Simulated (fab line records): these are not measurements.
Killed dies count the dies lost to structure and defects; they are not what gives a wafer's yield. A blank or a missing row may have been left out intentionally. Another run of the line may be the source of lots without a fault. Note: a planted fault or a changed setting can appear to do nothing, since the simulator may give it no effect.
Which tool was responsible? :: flow sfqLine :: 7 lots with 21 wafers sampled at 5 steps, on a route of 325 steps

WHAT THE GAUGES SHOWED, per wafer
SFQ_M6_OVL_MEAS_940.
lot: L469
measured: day 73 18:07
on: overlay-02
M6_OVL (nm): 2 -6 -2

lot: L472
measured: day 75 12:08
on: overlay-02
M6_OVL (nm): 5 -1 6

lot: L474
measured: day 77 07:04
on: overlay-02
M6_OVL (nm): 4 0 5

lot: L477
measured: day 77 14:17
on: overlay-02
M6_OVL (nm): 4 -1 2

lot: L481
measured: day 77 21:28
on: overlay-01
M6_OVL (nm): 2 7 7

lot: L487
measured: day 80 03:34
on: overlay-02
M6_OVL (nm): 1 -3 -6

lot: L490
measured: day 80 07:10
on: overlay-01
M6_OVL (nm): -8 -4 -6

EACH LOT AND THE TOOL THAT RAN IT (in order: tool; ch and the chambers of the sampled wafers; start)
lot: L469
SFQ_TRILAYER_A5B_DEP_PECVD_129: pecvd-04 ch 0,2, day 64 14:52
SFQ_TRILAYER_R5_STRIP_STRIP_140: rieMetal-03 ch 0,1, day 69 06:10
SFQ_TRILAYER_A5C_DEP_PECVD_142: pecvd-03 ch 0,1, day 69 06:56
SFQ_TRILAYER_C5_ETCH_VIA_ETCH_154: rieDiel-04 ch 0,1,3, day 73 14:32

lot: L472
SFQ_TRILAYER_A5B_DEP_PECVD_129: pecvd-01 ch 1,2, day 65 22:20
SFQ_TRILAYER_R5_STRIP_STRIP_140: rieMetal-04 ch 0,1, day 71 00:11
SFQ_TRILAYER_A5C_DEP_PECVD_142: pecvd-02 ch 1,2, day 71 00:46
SFQ_TRILAYER_C5_ETCH_VIA_ETCH_154: rieDiel-04 ch 0,1, day 75 08:32

lot: L474
SFQ_TRILAYER_A5B_DEP_PECVD_129: pecvd-01 ch 1,2, day 67 07:05
SFQ_TRILAYER_R5_STRIP_STRIP_140: rieMetal-01 ch 0,1, day 72 07:11
SFQ_TRILAYER_A5C_DEP_PECVD_142: pecvd-03 ch 0,1, day 72 07:58
SFQ_TRILAYER_C5_ETCH_VIA_ETCH_154: rieDiel-03 ch 1,3, day 77 02:32

lot: L477
SFQ_TRILAYER_A5B_DEP_PECVD_129: pecvd-01 ch 0,1,2, day 67 16:43
SFQ_TRILAYER_R5_STRIP_STRIP_140: rieMetal-01 ch 0,1, day 72 13:37
SFQ_TRILAYER_A5C_DEP_PECVD_142: pecvd-02 ch 0,1, day 72 14:13
SFQ_TRILAYER_C5_ETCH_VIA_ETCH_154: rieDiel-04 ch 0,3, day 77 08:32

lot: L481
SFQ_TRILAYER_A5B_DEP_PECVD_129: pecvd-01 ch 0,1,2, day 68 13:05
SFQ_TRILAYER_R5_STRIP_STRIP_140: rieMetal-03 ch 0,1, day 72 19:25
SFQ_TRILAYER_A5C_DEP_PECVD_142: pecvd-01 ch 0,1, day 72 20:11
SFQ_TRILAYER_C5_ETCH_VIA_ETCH_154: rieDiel-02 ch 0,1,2, day 77 15:44

lot: L487
SFQ_TRILAYER_A5B_DEP_PECVD_129: pecvd-04 ch 0,2, day 70 11:53
SFQ_TRILAYER_R5_STRIP_STRIP_140: rieMetal-04 ch 0,1, day 74 23:01
SFQ_TRILAYER_A5C_DEP_PECVD_142: pecvd-02 ch 1,2, day 74 23:49
SFQ_TRILAYER_C5_ETCH_VIA_ETCH_154: rieDiel-03 ch 0,2,3, day 79 08:13

lot: L490
SFQ_TRILAYER_A5B_DEP_PECVD_129: pecvd-04 ch 0,2, day 70 15:29
SFQ_TRILAYER_R5_STRIP_STRIP_140: rieMetal-04 ch 0,1, day 75 05:01
SFQ_TRILAYER_A5C_DEP_PECVD_142: pecvd-02 ch 0,2, day 75 05:49
SFQ_TRILAYER_C5_ETCH_VIA_ETCH_154: rieDiel-04 ch 0,1, day 79 11:49
- SFQ_TRILAYER_A5B_DEP_PECVD_129: deposits SiO2 from SiH4/N2O, time 133.33 s, target thk 600 nm.
- SFQ_TRILAYER_R5_STRIP_STRIP_140: strips in O2.
- SFQ_TRILAYER_A5C_DEP_PECVD_142: deposits SiO2 from SiH4/N2O, time 15.556 s, target thk 70 nm.
- SFQ_TRILAYER_C5_ETCH_VIA_ETCH_154: etches SiO2 in CHF3, stops on Nb, target depth 84 nm.

THE ANSWER, worked out from the rows above alone
Rule: the usual values come from the lots themselves. Put in order of their means at a reading, lots are off if they are a third of the lots or fewer, leave a main group of 4 or more, and stand apart from it by a gap of 3 or more times the standard deviation of the main group's means; of several such gaps the widest counts. If all means in a main group match to the digits the tables above print for the reading, that group is not used. Also off: a lot with no number at a reading for which 4 or more lots have one. Where the step has rows for the other lots, those lots are counted as sound.
No lot is off on any of the readings shown, so nothing can be concluded from this.

WHAT HAD BEEN PUT IN BY THE SIMULATOR
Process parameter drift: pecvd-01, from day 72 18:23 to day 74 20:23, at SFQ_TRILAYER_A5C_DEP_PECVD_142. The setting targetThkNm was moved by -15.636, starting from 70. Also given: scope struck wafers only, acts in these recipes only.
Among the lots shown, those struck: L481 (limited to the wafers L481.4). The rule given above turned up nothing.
